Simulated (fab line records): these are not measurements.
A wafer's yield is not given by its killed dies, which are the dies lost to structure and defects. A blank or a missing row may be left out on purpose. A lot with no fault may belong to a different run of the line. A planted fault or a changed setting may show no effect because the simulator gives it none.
fab line records	flow sky130
[record] lots = 15	wafers = 45	last-day = 49
route steps=708 shown POLY_GATE@218 LDD_HVP@282 LDD_LDN@296 POLY_CUT@315
lots that met no fault: from a run of the same line without faults
start-h: the number of hours between the record's first day and the start of the first shown wafer of the lot	wait-h: hours from the lot's prior step to this one	" the same as in the row above	L1.1+2: a single row standing in for several wafers	- no value present, or no start provided	* or withheld: withheld	< > ~ a bound
route shown NAME@n: a module of which the file shows steps, and the number in the route of the first	usual: mean and standard deviation over wafers with no fault	same: alike in all rows	chamber/n: place in a boat	sites: the reading at each site	_std_site: the standard deviation of these	_edge_site: the outer-site mean with the inner-site mean subtracted	radius-mm: for every site, how far away it sits from the centre of the wafer	mask NAME#n: copy n	behind: the tool/chamber that last shaped the wafer	hold: what put the lot on hold/how long, in hours/how the hold closed	device: the n, p or np transistor that did not switch	end of line: at the end of the route, the tests of the same wafers	step lacking rows: just its recipe	killed: count of dies lost to structure and defects at first sort (not the wafer's yield)	map: shows each die of a wafer: x if killed, . if not, _ if none is there
set.NAME: setting as actually run; set.NAME@STEP: the setting as run at that earlier step	model.NAME: the simulator's own value behind a step, which no gauge read
a sample of lots followed through the steps of the route, with each step as a table and each wafer as a row
services: the hour from which a tool's chamber was out of use, counted from the record's first day as start-h (under 0 if before that day), plus the number of hours and why
[[steps]]
[step SKY_POLY_GATE_THK_MEAS_04]
[recipe] reads = Si3N4_of_POLY_GATE_CVD_03
[usual] POLY_GATE_CVD_03_THK = 74.9/0.69
lot.wafer	tool	chamber	start-h	wait-h	POLY_GATE_CVD_03_THK[nm]
L615.2	film-metro-01	-	337.21	0.0	75.1
L615.3	"	-	"	"	74.4
L615.4	"	-	"	"	74.4
L616.3	film-metro-03	-	346.25	0.0	73.1
L616.5	"	-	"	"	73.0
L616.6	"	-	"	"	73.6
L617.1	film-metro-03	-	359.84	0.0	75.9
L617.2	"	-	"	"	76.1
L617.3	"	-	"	"	76.3
L618.1	film-metro-03	-	362.97	0.0	75.5
L618.3	"	-	"	"	74.9
L618.6	"	-	"	"	75.2
L619.1	film-metro-04	-	368.94	0.0	75.1
L619.2	"	-	"	"	74.8
L619.6	"	-	"	"	75.5
L620.1	film-metro-01	-	376.12	0.0	74.4
L620.4	"	-	"	"	75.1
L620.6	"	-	"	"	74.6
L621.1	film-metro-04	-	395.73	0.0	74.2
L621.3	"	-	"	"	74.7
L621.5	"	-	"	"	75.0
L622.3	film-metro-03	-	415.83	0.0	76.1
L622.4	"	-	"	"	75.3
L622.6	"	-	"	"	75.9
L623.1	film-metro-04	-	437.97	0.0	74.2
L623.4	"	-	"	"	75.5
L623.5	"	-	"	"	74.4
L626.2	film-metro-01	-	448.97	0.0	76.1
L626.4	"	-	"	"	76.2
L626.6	"	-	"	"	75.6
L627.1	film-metro-03	-	453.93	0.0	75.7
L627.3	"	-	"	"	75.7
L627.4	"	-	"	"	75.4
L629.3	film-metro-01	-	470.65	0.0	74.7
L629.5	"	-	"	"	74.6
L629.6	"	-	"	"	74.6
L630.1	film-metro-04	-	495.72	0.0	74.1
L630.3	"	-	"	"	74.0
L630.6	"	-	"	"	74.4
L632.2	film-metro-04	-	502.44	0.0	75.5
L632.5	"	-	"	"	74.8
L632.6	"	-	"	"	75.5
L633.4	film-metro-03	-	503.81	0.0	74.6
L633.5	"	-	"	"	75.3
L633.6	"	-	"	"	76.5
[step SKY_LDD_HVP_EXPOSE_04]
[recipe] mask-id = HVPTM	na = 0.6	source-shape = conventional	sigma-outer = 0.6	polarization = unpolarized	target-cd-nm = 700	dose-mj = 86
[usual] reticle-temp-C = 23.00/0.096
[same] sigma-outer = 0.6
lot.wafer	tool	chamber	start-h	wait-h	mask	reticle-temp-C
L615.2	iline-stepper-02	0	473.53	-	HVPTM#0	22.82
L615.3	"	0	"	"	HVPTM#0	22.95
L615.4	"	0	"	"	HVPTM#0	22.92
L616.3	iline-stepper-01	0	486.91	-	HVPTM#0	22.92
L616.5	"	0	"	"	HVPTM#0	22.73
L616.6	"	0	"	"	HVPTM#0	22.94
L617.1	iline-stepper-02	0	498.51	-	HVPTM#0	23.08
L617.2	"	0	"	"	HVPTM#0	23.07
L617.3	"	0	"	"	HVPTM#0	23.05
L618.1	iline-stepper-02	0	502.87	-	HVPTM#0	22.93
L618.3	"	0	"	"	HVPTM#0	22.96
L618.6	"	0	"	"	HVPTM#0	23.08
L619.1	iline-stepper-02	0	508.69	-	HVPTM#0	22.98
L619.2	"	0	"	"	HVPTM#0	22.98
L619.6	"	0	"	"	HVPTM#0	22.99
L620.1	iline-stepper-01	0	516.19	-	HVPTM#0	23.05
L620.4	"	0	"	"	HVPTM#0	22.85
L620.6	"	0	"	"	HVPTM#0	23.04
L621.1	iline-stepper-01	0	536.27	-	HVPTM#0	23.10
L621.3	"	0	"	"	HVPTM#0	23.11
L621.5	"	0	"	"	HVPTM#0	23.05
L622.3	iline-stepper-02	0	555.93	-	HVPTM#0	22.97
L622.4	"	0	"	"	HVPTM#0	22.95
L622.6	"	0	"	"	HVPTM#0	22.98
L623.1	iline-stepper-01	0	576.79	-	HVPTM#0	22.95
L623.4	"	0	"	"	HVPTM#0	22.92
L623.5	"	0	"	"	HVPTM#0	22.95
L626.2	iline-stepper-02	0	589.23	-	HVPTM#0	23.06
L626.4	"	0	"	"	HVPTM#0	22.99
L626.6	"	0	"	"	HVPTM#0	22.99
L627.1	iline-stepper-01	0	592.54	-	HVPTM#0	23.03
L627.3	"	0	"	"	HVPTM#0	23.05
L627.4	"	0	"	"	HVPTM#0	22.91
L629.3	iline-stepper-01	0	608.47	-	HVPTM#0	23.07
L629.5	"	0	"	"	HVPTM#0	22.94
L629.6	"	0	"	"	HVPTM#0	22.90
L630.1	iline-stepper-01	0	632.77	-	HVPTM#0	23.16
L630.3	"	0	"	"	HVPTM#0	23.08
L630.6	"	0	"	"	HVPTM#0	23.01
L632.2	iline-stepper-01	0	639.63	-	HVPTM#0	23.02
L632.5	"	0	"	"	HVPTM#0	23.01
L632.6	"	0	"	"	HVPTM#0	23.20
L633.4	iline-stepper-01	0	640.14	-	HVPTM#0	22.95
L633.5	"	0	"	"	HVPTM#0	23.08
L633.6	"	0	"	"	HVPTM#0	23.01
[step SKY_LDD_HVP_OVL_MEAS_07]
[usual] LDD_HVP_OVL = -1.7/1.3
lot.wafer	tool	chamber	start-h	wait-h	hold	LDD_HVP_OVL[nm]
L615.2	overlay-02	-	488.01	0.1	-	-0.2
L615.3	"	-	"	"	-	0.0
L615.4	"	-	"	"	-	-1.6
L616.3	overlay-02	-	502.35	0.1	-	-2.0
L616.5	"	-	"	"	-	-1.3
L616.6	"	-	"	"	-	-1.8
L617.1	overlay-02	-	512.84	0.1	-	-0.8
L617.2	"	-	"	"	-	-0.7
L617.3	"	-	"	"	-	-2.5
L618.1	overlay-01	-	517.86	0.1	await-dispo/0.2h/release	60.1
L618.3	"	-	"	"	await-dispo/0.2h/release	60.3
L618.6	"	-	"	"	await-dispo/0.2h/release	62.1
L618.1	overlay-01	-	518.12	0.3	-	61.4
L618.3	"	-	"	"	-	61.8
L618.6	"	-	"	"	-	62.8
L619.1	overlay-01	-	523.76	0.1	await-dispo/0.2h/release	59.0
L619.2	"	-	"	"	await-dispo/0.2h/release	59.2
L619.6	"	-	"	"	await-dispo/0.2h/release	58.7
L619.1	overlay-01	-	523.96	0.2	-	60.1
L619.2	"	-	"	"	-	60.4
L619.6	"	-	"	"	-	59.8
L620.1	overlay-01	-	531.36	0.1	-	-0.2
L620.4	"	-	"	"	-	-2.3
L620.6	"	-	"	"	-	0.2
L621.1	overlay-02	-	550.71	0.1	-	-3.0
L621.3	"	-	"	"	-	-2.5
L621.5	"	-	"	"	-	-3.9
L622.3	overlay-02	-	570.60	0.1	await-dispo/0.2h/release	61.5
L622.4	"	-	"	"	await-dispo/0.2h/release	60.3
L622.6	"	-	"	"	await-dispo/0.2h/release	59.3
L622.3	overlay-02	-	570.80	0.2	-	62.9
L622.4	"	-	"	"	-	61.6
L622.6	"	-	"	"	-	61.2
L623.1	overlay-01	-	591.66	0.1	-	-2.7
L623.4	"	-	"	"	-	-2.5
L623.5	"	-	"	"	-	-1.6
L626.2	overlay-01	-	603.32	0.1	await-dispo/0.2h/release	60.7
L626.4	"	-	"	"	await-dispo/0.2h/release	59.0
L626.6	"	-	"	"	await-dispo/0.2h/release	59.7
L626.2	overlay-01	-	603.52	0.2	-	61.5
L626.4	"	-	"	"	-	60.1
L626.6	"	-	"	"	-	60.8
L627.1	overlay-02	-	606.86	0.1	-	-3.6
L627.3	"	-	"	"	-	-3.0
L627.4	"	-	"	"	-	-2.2
L629.3	overlay-02	-	623.33	0.1	-	-0.3
L629.5	"	-	"	"	-	-0.2
L629.6	"	-	"	"	-	1.6
L630.1	overlay-01	-	646.44	0.1	-	-1.3
L630.3	"	-	"	"	-	-0.9
L630.6	"	-	"	"	-	-0.4
L632.2	overlay-01	-	653.69	0.1	-	-2.8
L632.5	"	-	"	"	-	-1.4
L632.6	"	-	"	"	-	-3.7
L633.4	overlay-02	-	654.63	0.1	-	-0.2
L633.5	"	-	"	"	-	-0.8
L633.6	"	-	"	"	-	-0.9
[step SKY_LDD_LDN_OVL_MEAS_07]
[usual] LDD_LDN_OVL = 0.3/1.3
lot.wafer	tool	chamber	start-h	wait-h	LDD_LDN_OVL[nm]
L615.2	overlay-02	-	518.20	0.1	0.8
L615.3	"	-	"	"	1.8
L615.4	"	-	"	"	1.8
L616.3	overlay-01	-	533.05	0.1	-0.4
L616.5	"	-	"	"	-0.6
L616.6	"	-	"	"	-0.6
L617.1	overlay-02	-	542.94	0.1	2.6
L617.2	"	-	"	"	1.9
L617.3	"	-	"	"	1.3
L620.1	overlay-02	-	561.30	0.1	0.3
L620.4	"	-	"	"	-0.1
L620.6	"	-	"	"	-0.2
L621.1	overlay-01	-	580.72	0.1	-1.8
L621.3	"	-	"	"	-1.1
L621.5	"	-	"	"	-0.4
L623.1	overlay-01	-	619.94	0.1	0.8
L623.4	"	-	"	"	0.6
L623.5	"	-	"	"	0.8
L627.1	overlay-01	-	636.14	0.1	0.0
L627.3	"	-	"	"	1.1
L627.4	"	-	"	"	-1.0
L629.3	overlay-02	-	652.13	0.1	2.5
L629.5	"	-	"	"	0.9
L629.6	"	-	"	"	2.0
L630.1	overlay-02	-	674.24	0.1	-0.2
L630.3	"	-	"	"	-1.3
L630.6	"	-	"	"	-1.4
L632.2	overlay-02	-	681.54	0.1	-0.9
L632.5	"	-	"	"	0.9
L632.6	"	-	"	"	-3.0
L633.4	overlay-02	-	682.22	0.1	-1.1
L633.5	"	-	"	"	1.9
L633.6	"	-	"	"	0.5
[step SKY_POLY_CUT_CD_MEAS_08]
[recipe] target-cd-nm = 270
[usual] cd-nm = 269.7/1.3
lot.wafer	tool	chamber	start-h	wait-h	cd-nm
L615.2	cd-sem-02	-	549.83	-	269.5
L615.3	"	-	"	"	269.4
L615.4	"	-	"	"	269.4
L616.3	cd-sem-02	-	568.26	-	270.5
L616.5	"	-	"	"	270.7
L616.6	"	-	"	"	269.6
L617.1	cd-sem-02	-	575.61	-	270.4
L617.2	"	-	"	"	271.5
L617.3	"	-	"	"	271.0
L620.1	cd-sem-02	-	593.10	-	269.7
L620.4	"	-	"	"	269.8
L620.6	"	-	"	"	271.0
L621.1	cd-sem-02	-	613.31	-	269.6
L621.3	"	-	"	"	271.2
L621.5	"	-	"	"	270.0
L623.1	cd-sem-02	-	650.96	-	272.0
L623.4	"	-	"	"	271.1
L623.5	"	-	"	"	270.0
L627.1	cd-sem-01	-	668.50	-	270.9
L627.3	"	-	"	"	269.9
L627.4	"	-	"	"	270.9
L629.3	cd-sem-02	-	681.45	-	269.1
L629.5	"	-	"	"	268.6
L629.6	"	-	"	"	268.1
L630.1	cd-sem-01	-	704.52	-	269.5
L630.3	"	-	"	"	270.2
L630.6	"	-	"	"	269.3
L632.2	cd-sem-02	-	711.64	-	269.2
L632.5	"	-	"	"	270.4
L632.6	"	-	"	"	268.2
L633.4	cd-sem-02	-	712.83	-	266.5
L633.5	"	-	"	"	269.2
L633.6	"	-	"	"	269.2
[[services]]
tool	chamber	start-h	hours	kind
iline-stepper-02	-	464.12	2.1	pm
iline-stepper-02	-	466.20	-	consumable-replace:lamp
iline-stepper-02	-	540.85	4.4	pm
iline-stepper-01	-	554.21	1.7	pm
iline-stepper-02	0	580.23	-	calibration
iline-stepper-02	-	607.34	1.7	pm
iline-stepper-01	0	608.65	-	calibration
[[key]]
[first-sign] step = SKY_LDD_HVP_OVL_MEAS_07	reading = visit	direction = added
[effect] step = SKY_LDD_HVP_OVL_MEAS_07	reading = LDD_HVP_OVL	direction = up	sigmas = 48	usual = -1.7	struck = 60.0
met-at SKY_LDD_HVP_EXPOSE_04
struck-lots L618,L619,L622,L626
scrapped-behind SKY_LDD_HVP_OVL_MEAS_07 L618.1,L618.3,L618.6,L619.1,L619.2,L619.6,L622.3,L622.4,L622.6,L626.2,L626.4,L626.6
not-acting-at SKY_POLY_GATE_THK_MEAS_04,SKY_LDD_LDN_OVL_MEAS_07,SKY_POLY_CUT_CD_MEAS_08
onset-between 498.51 502.87
[fault] kind = scanner-matching-overlay	tool = iline-stepper-02	chamber = -	onset-h = 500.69	steps = SKY_LDD_HVP_EXPOSE_04	offset = 62.211
